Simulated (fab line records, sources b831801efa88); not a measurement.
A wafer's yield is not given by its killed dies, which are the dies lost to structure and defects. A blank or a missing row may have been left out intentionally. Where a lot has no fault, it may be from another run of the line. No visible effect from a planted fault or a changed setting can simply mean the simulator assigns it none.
Commonality check across tools -- flow sky130 -- 15 lots and 45 wafers in the sample

THE REASON FOR OPENING IT
Of 15 lots, 3 have the reading RES_XHIGH_TW flagged at SKY_RES_XHIGH_TW_MEAS_09. No-fault wafers: 1657, standard deviation 13.
Rule: a lot is flagged in two cases, either no wafer of it has a number, or all its wafers with numbers fall more than 4 standard deviations from that mean. All remaining lots are regarded as sound.

lot,measured,on,"RES_XHIGH_TW, wafer by wafer",flag
L711,day 26 15:55,filmMetro-03,1640 1638 1648,
L713,day 27 08:52,filmMetro-04,1656 1671 1660,
L715,day 27 23:07,filmMetro-03,1648 1640 1652,
L718,day 28 19:02,filmMetro-03,1641 1648 1651,
L720,day 30 10:11,filmMetro-03,1645 1643 1651,
L719,day 30 10:52,filmMetro-03,1642 1643 1649,
L722,day 30 11:53,filmMetro-04,1669 1674 1673,
L721,day 30 12:34,filmMetro-01,1662 1653 1658,
L723,day 30 16:58,filmMetro-03,1646 1653 1646,
L724,day 31 03:34,filmMetro-04,1680 1678 1675,
L725,day 31 11:49,filmMetro-01,1648 1663 1665,
L727,day 31 22:56,filmMetro-01,1662 1666 1659,
L732,day 33 07:35,filmMetro-03,30 30 30,FLAGGED
L733,day 33 19:44,filmMetro-01,30 30 31,FLAGGED
L734,day 33 22:41,filmMetro-04,31 31 31,FLAGGED
On average the flagged lots read 30, which is -1627 against the usual, or -99 or more standard deviations.

TOOL THAT RAN EACH LOT
The record holds 1 process step before the reading, out of a route of 708 steps. Every cell lists first the tool, next ch and the chambers used by the sampled wafers, and last the start.
lot,flag,SKY_RES_XHIGH_DEVELOP_06
L711,,"lithoTrack-04 ch 0, day 26 15:31"
L713,,"lithoTrack-03 ch 0, day 27 08:29"
L715,,"lithoTrack-03 ch 0, day 27 22:43"
L718,,"lithoTrack-01 ch 0, day 28 18:38"
L720,,"lithoTrack-04 ch 0, day 30 09:48"
L719,,"lithoTrack-03 ch 0, day 30 10:28"
L722,,"lithoTrack-01 ch 0, day 30 11:30"
L721,,"lithoTrack-03 ch 0, day 30 12:10"
L723,,"lithoTrack-03 ch 0, day 30 16:35"
L724,,"lithoTrack-03 ch 0, day 31 03:10"
L725,,"lithoTrack-04 ch 0, day 31 11:25"
L727,,"lithoTrack-03 ch 0, day 31 22:34"
L732,FLAGGED,"lithoTrack-04, day 33 07:10"
L733,FLAGGED,"lithoTrack-01, day 33 19:20"
L734,FLAGGED,"lithoTrack-01, day 33 22:18"
What these steps do:
- SKY_RES_XHIGH_DEVELOP_06: develop time 60 s.
- SKY_RES_XHIGH_TW_MEAS_09

FLAGGED AGAINST TOTAL, ONE TOOL AT A TIME (gauges that did the reading follow at the end)
step,tool,lots run,flagged,share of the flagged lots,sound lots run after its first flagged lot
SKY_RES_XHIGH_DEVELOP_06,lithoTrack-01,4,2,some,0
SKY_RES_XHIGH_DEVELOP_06,lithoTrack-03,7,0,none,-
SKY_RES_XHIGH_DEVELOP_06,lithoTrack-04,4,1,some,0
SKY_RES_XHIGH_TW_MEAS_09,filmMetro-01,4,1,some,0
SKY_RES_XHIGH_TW_MEAS_09,filmMetro-03,7,1,some,0
SKY_RES_XHIGH_TW_MEAS_09,filmMetro-04,4,1,some,0

WHAT IS ALLOWED BY THE TABLE
No row of the table ran every flagged lot.

WHAT THE SIMULATOR HAD INSERTED
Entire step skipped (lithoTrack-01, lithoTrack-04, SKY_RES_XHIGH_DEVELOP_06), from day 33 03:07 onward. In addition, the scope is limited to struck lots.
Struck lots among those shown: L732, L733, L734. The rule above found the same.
